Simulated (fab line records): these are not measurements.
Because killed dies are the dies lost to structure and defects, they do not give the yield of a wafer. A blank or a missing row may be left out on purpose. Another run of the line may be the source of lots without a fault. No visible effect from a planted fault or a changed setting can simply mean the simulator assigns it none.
Matching of chambers    flow sky130    SKY_VIA1_ETCH_15 on rie-diel-03 has 4 sister chambers
The step etches SiO2 in C4F8/O2/Ar, stops on TiN, target depth 351 nm, time 54 s. 18 wafers are shown with their chamber, then 9 later ones without.

## EACH WAFER AND ITS CHAMBER
wafer   chamber  oes-product-au (a.u.)
L082.1  0        0.994
L082.2  3        0.980
L082.3  1        0.979
L083.2  3        0.992
L083.3  0        0.983
L083.4  0        0.990
L085.1  2        0.981
L085.2  0        0.990
L085.3  1        0.976
L088.3  1        0.970
L088.5  3        0.988
L088.6  2        0.976
L089.2  3        0.983
L089.3  1        0.983
L089.6  0        0.982
L090.2  1        0.985
L090.4  2        0.973
L090.5  0        0.990

SIGNATURES (means of the wafers above)
reading         chamber 0  chamber 1  chamber 2  chamber 3  scatter within a chamber
oes-product-au  0.98817    0.97860    0.97667    0.98575    0.00512
Rule: distance of a wafer from a chamber = root of the sum over the readings of ((wafer's reading minus chamber's mean) / reading's scatter) squared. If the next closest chamber is less than 2 further off than the closest, the wafer can't be placed; otherwise it belongs to the closest. The scatter is the square root of a quotient: the sum, over the shown wafers, of each reading's squared deviation from its chamber's mean, divided by wafers minus chambers.

## WAFERS MISSING THEIR CHAMBER
wafer   oes-product-au (a.u.)
L092.3  0.986
L092.4  0.984
L092.5  0.990
L094.1  0.979
L094.2  0.984
L094.3  0.988
L096.3  0.977
L096.5  0.989
L096.6  0.978

## WHICH CHAMBER EACH WENT THROUGH
wafer   from the rows above                in truth
L092.3  can't be placed: 3 or 0 or 1 or 2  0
L092.4  can't be placed: 3 or 0 or 1 or 2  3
L092.5  can't be placed: 0 or 3 or 1       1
L094.1  can't be placed: 1 or 2 or 3 or 0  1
L094.2  can't be placed: 3 or 0 or 1 or 2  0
L094.3  can't be placed: 0 or 3 or 1       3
L096.3  can't be placed: 2 or 1 or 3       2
L096.5  can't be placed: 0 or 3 or 1       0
L096.6  can't be placed: 1 or 2 or 3 or 0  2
0 of 9 placed correctly. Can't be placed from these rows: 9 (the true chamber is among the candidates in 9). Number placed wrongly: 0.
